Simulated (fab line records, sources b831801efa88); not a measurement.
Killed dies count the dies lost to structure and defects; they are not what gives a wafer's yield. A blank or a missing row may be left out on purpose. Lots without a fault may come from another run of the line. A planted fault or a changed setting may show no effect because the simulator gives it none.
Which tool was responsible? | flow gf180mcu | 39 wafers from 13 lots sampled at 4 of the route's 602 steps

== WHAT THE GAUGES READ, wafer by wafer ==
GF_M1_CD_MEAS_14 targets a cd of 230 nm. Usual: cd_nm 229.9 nm, standard deviation 1.1.
lot  | measured     | on        | cd_nm (nm)        | flag
L192 | day 16 19:22 | cd_sem-02 | 230.6 231.4 231.1 |
L193 | day 17 04:55 | cd_sem-01 | 229.5 230.6 230.1 |
L195 | day 18 02:25 | cd_sem-02 | 229.0 230.4 229.8 |
L197 | day 19 00:50 | cd_sem-01 | 230.8 231.1 231.5 |
L198 | day 19 12:07 | cd_sem-02 | 229.8 230.2 229.7 |
L199 | day 19 17:47 | cd_sem-02 | 229.0 229.1 229.4 |
L200 | day 20 07:22 | cd_sem-01 | 230.0 230.5 229.1 |
L203 | day 21 07:23 | cd_sem-02 | 230.7 228.9 229.1 |
L204 | day 21 15:19 | cd_sem-01 | 229.0 228.5 229.4 |
L212 | day 24 07:13 | cd_sem-01 | 230.0 230.0 230.9 |
L213 | day 24 17:40 | cd_sem-01 | 230.9 229.3 229.7 |
L214 | day 25 06:41 | cd_sem-01 | 228.8 229.9 228.9 |
L215 | day 25 07:21 | cd_sem-01 | 231.0 231.0 231.0 |

== EACH LOT AND THE TOOL THAT RAN IT (in order: tool; ch and the chambers of the sampled wafers; start) ==
lot  | GF_POLY_GATE_ETCH_13             | GF_HV_LDD_RTA_52                 | GF_CONTACT_CMP_27
L192 | rie_si-02 ch 0,1,2, day 9 01:56  | rtp_anneal-02 ch 0, day 12 05:08 | cmp-02 ch 1,2,3, day 15 20:49
L193 | rie_si-02 ch 0,1,2, day 9 08:43  | rtp_anneal-02 ch 0, day 12 12:58 | cmp-01 ch 1,2,3, day 16 06:46
L195 | rie_si-02 ch 0,2,3, day 10 00:46 | rtp_anneal-01 ch 0, day 13 07:59 | cmp-01 ch 0,1,3, day 17 02:46
L197 | rie_si-01 ch 1,2, day 10 16:26   | rtp_anneal-01 ch 0, day 14 02:26 | cmp-01 ch 1,2,3, day 18 00:13
L198 | rie_si-01 ch 0,2,3, day 11 01:32 | rtp_anneal-02 ch 0, day 14 10:56 | cmp-02 ch 1,3, day 18 11:07
L199 | rie_si-02 ch 1,2,3, day 11 08:14 | rtp_anneal-02 ch 0, day 14 18:23 | cmp-02 ch 1,2,3, day 18 17:17
L200 | rie_si-01 ch 0,1,2, day 11 18:13 | rtp_anneal-01 ch 0, day 15 04:44 | cmp-01 ch 1,3, day 19 06:45
L203 | rie_si-01 ch 0,3, day 12 12:19   | rtp_anneal-01 ch 0, day 16 01:16 | cmp-01 ch 0,1,2, day 20 07:19
L204 | rie_si-01 ch 1,2,3, day 12 17:44 | rtp_anneal-01 ch 0, day 16 07:16 | cmp-01 ch 0,2,3, day 20 14:15
L212 | rie_si-02 ch 0,3, day 15 05:05   | rtp_anneal-01 ch 0, day 19 04:52 | cmp-02 ch 0,3, day 23 08:54
L213 | rie_si-02 ch 0,2,3, day 15 14:16 | rtp_anneal-02 ch 0, day 19 15:11 | cmp-01 ch 0,2,3, day 23 18:57
L214 | rie_si-01 ch 0,1,3, day 16 00:14 | rtp_anneal-02 ch 0, day 20 04:38 | cmp-02 ch 1,2,3, day 24 07:54
L215 | rie_si-02 ch 0,1,2, day 16 00:35 | rtp_anneal-01 ch 0, day 20 04:45 | cmp-01 ch 0,3, day 24 08:51
- GF_POLY_GATE_ETCH_13: etches poly-Si in HBr/Cl2, stops on SiO2, target depth 198.5 nm, time 69.6 s.
- GF_HV_LDD_RTA_52: time 10.79 s.
- GF_CONTACT_CMP_27: polishes, stops on SiO2, t overpolish 15 s, target thk 0 nm.

== WHAT THE TOOLS THEMSELVES READ (means of the sampled wafers that have a number; where no wafer has one, the mark that the record gives instead) ==
GF_POLY_GATE_ETCH_13. Usual: HBr_flow_sccm 150.0 sccm, standard deviation 0.48; chamber_pressure_mTorr 10.000 mTorr, standard deviation 0.0089; drypump_motor_current_A 5.9 A, standard deviation 0.39; he_backside_leak_sccm 2.8 sccm, standard deviation 0.33; oes_product_au 0.989 a.u., standard deviation 0.0066; rf_fwd_power_W 396.8 W, standard deviation 1.2; throttle_valve_pct 33.686 %, standard deviation 0.0088.
lot  | tool      | HBr_flow_sccm (sccm) | chamber_pressure_mTorr (mTorr) | drypump_motor_current_A (A) | he_backside_leak_sccm (sccm) | oes_product_au (a.u.) | rf_fwd_power_W (W) | throttle_valve_pct (%) | flag
L192 | rie_si-02 | 150.2                | 9.997                          | 5.6                         | 2.8                          | 0.990                 | 398.1              | 33.692                 |
L193 | rie_si-02 | 150.3                | 10.006                         | 5.6                         | 2.7                          | 0.983                 | 395.7              | 33.687                 |
L195 | rie_si-02 | 150.0                | 10.001                         | 5.9                         | 2.8                          | 0.995                 | 396.3              | 33.686                 |
L197 | rie_si-01 | 150.4                | 9.998                          | 6.0                         | 2.7                          | 0.993                 | 397.8              | 33.675                 |
L198 | rie_si-01 | 150.1                | 9.994                          | 6.3                         | 3.1                          | 0.991                 | 396.7              | 33.692                 |
L199 | rie_si-02 | 150.0                | 9.993                          | 5.9                         | 2.8                          | 0.986                 | 397.9              | 33.678                 |
L200 | rie_si-01 | 150.4                | 10.002                         | 6.2                         | 2.8                          | 0.981                 | 397.3              | 33.684                 |
L203 | rie_si-01 | 150.1                | 9.999                          | 6.4                         | 2.8                          | 1.009                 | 459.9              | 33.688                 | OFF
L204 | rie_si-01 | 149.7                | 9.993                          | 6.1                         | 2.6                          | 1.005                 | 460.0              | 33.695                 | OFF
L212 | rie_si-02 | 150.3                | 9.998                          | 5.8                         | 2.8                          | 0.988                 | 398.4              | 33.689                 |
L213 | rie_si-02 | 149.9                | 9.998                          | 5.9                         | 2.9                          | 0.990                 | 397.0              | 33.688                 |
L214 | rie_si-01 | 149.8                | 10.004                         | 6.1                         | 2.7                          | 0.987                 | 396.7              | 33.679                 |
L215 | rie_si-02 | 150.0                | 10.003                         | 5.5                         | 2.6                          | 0.989                 | 397.1              | 33.680                 |

GF_HV_LDD_RTA_52. Usual: chamber_o2_ppm 2.001, standard deviation 0.019; lamp_power_pct 33 %, standard deviation 5.2; wafer_temp_C_max 1004.8, standard deviation 1.4.
lot  | tool          | chamber_o2_ppm | lamp_power_pct (%) | wafer_temp_C_max | flag
L192 | rtp_anneal-02 | 1.970          | 28                 | 1005.7           |
L193 | rtp_anneal-02 | 2.017          | 28                 | 1005.2           |
L195 | rtp_anneal-01 | 2.008          | 39                 | 1003.1           |
L197 | rtp_anneal-01 | 2.022          | 39                 | 1003.3           |
L198 | rtp_anneal-02 | 2.005          | 28                 | 1006.9           |
L199 | rtp_anneal-02 | 1.962          | 28                 | 1006.3           |
L200 | rtp_anneal-01 | 2.001          | 39                 | 1005.7           |
L203 | rtp_anneal-01 | 2.018          | 39                 | 1003.3           |
L204 | rtp_anneal-01 | 2.022          | 39                 | 1005.3           |
L212 | rtp_anneal-01 | 2.025          | 39                 | 1003.9           |
L213 | rtp_anneal-02 | 1.995          | 28                 | 1005.3           |
L214 | rtp_anneal-02 | 2.000          | 28                 | 1006.8           |
L215 | rtp_anneal-01 | 2.008          | 39                 | 1003.6           |

GF_CONTACT_CMP_27. Usual: motor_current_A 12.1 A, standard deviation 0.67; overpolish_run_s 15.001 s, standard deviation 0.0093; time_to_endpoint_s 73 s, standard deviation 3.2.
lot  | tool   | motor_current_A (A) | overpolish_run_s (s) | time_to_endpoint_s (s) | flag
L192 | cmp-02 | 12.5                | 15.006               | 69                     |
L193 | cmp-01 | 11.4                | 15.001               | 74                     |
L195 | cmp-01 | 12.1                | 15.001               | 72                     |
L197 | cmp-01 | 11.8                | 14.997               | 77                     |
L198 | cmp-02 | 12.7                | 14.994               | 70                     |
L199 | cmp-02 | 12.2                | 15.003               | 74                     |
L200 | cmp-01 | 12.0                | 15.004               | 75                     |
L203 | cmp-01 | 11.9                | 15.005               | 78                     |
L204 | cmp-01 | 11.8                | 15.008               | 73                     |
L212 | cmp-02 | 12.6                | 15.000               | 71                     |
L213 | cmp-01 | 11.8                | 15.008               | 72                     |
L214 | cmp-02 | 12.8                | 14.993               | 69                     |
L215 | cmp-01 | 12.7                | 15.001               | 74                     |

== THE ANSWER, worked out from the rows above alone ==
Rule: a lot is off if the mean of its wafers that have a number lies more than 3 standard deviations from the usual mean. Also off: a lot with no number at a reading for which 4 or more lots have one. The other lots that the step has rows for count as sound. Order of review: gauges by route order, followed by the tools' own readings, for which a lot's mean as printed above is used. At the first step where some lot is off, the reading lying furthest off is the one used; lots without a number count as furthest.
Off: L203, L204, at GF_POLY_GATE_ETCH_13 (rf_fwd_power_W).
If a tool, at that step or one of the process steps before it, ran each lot that is off and ran no sound lot following the first of them, it fits. Not one of the candidates tried fits.

== WHAT THE SIMULATOR HAD PUT IN ==
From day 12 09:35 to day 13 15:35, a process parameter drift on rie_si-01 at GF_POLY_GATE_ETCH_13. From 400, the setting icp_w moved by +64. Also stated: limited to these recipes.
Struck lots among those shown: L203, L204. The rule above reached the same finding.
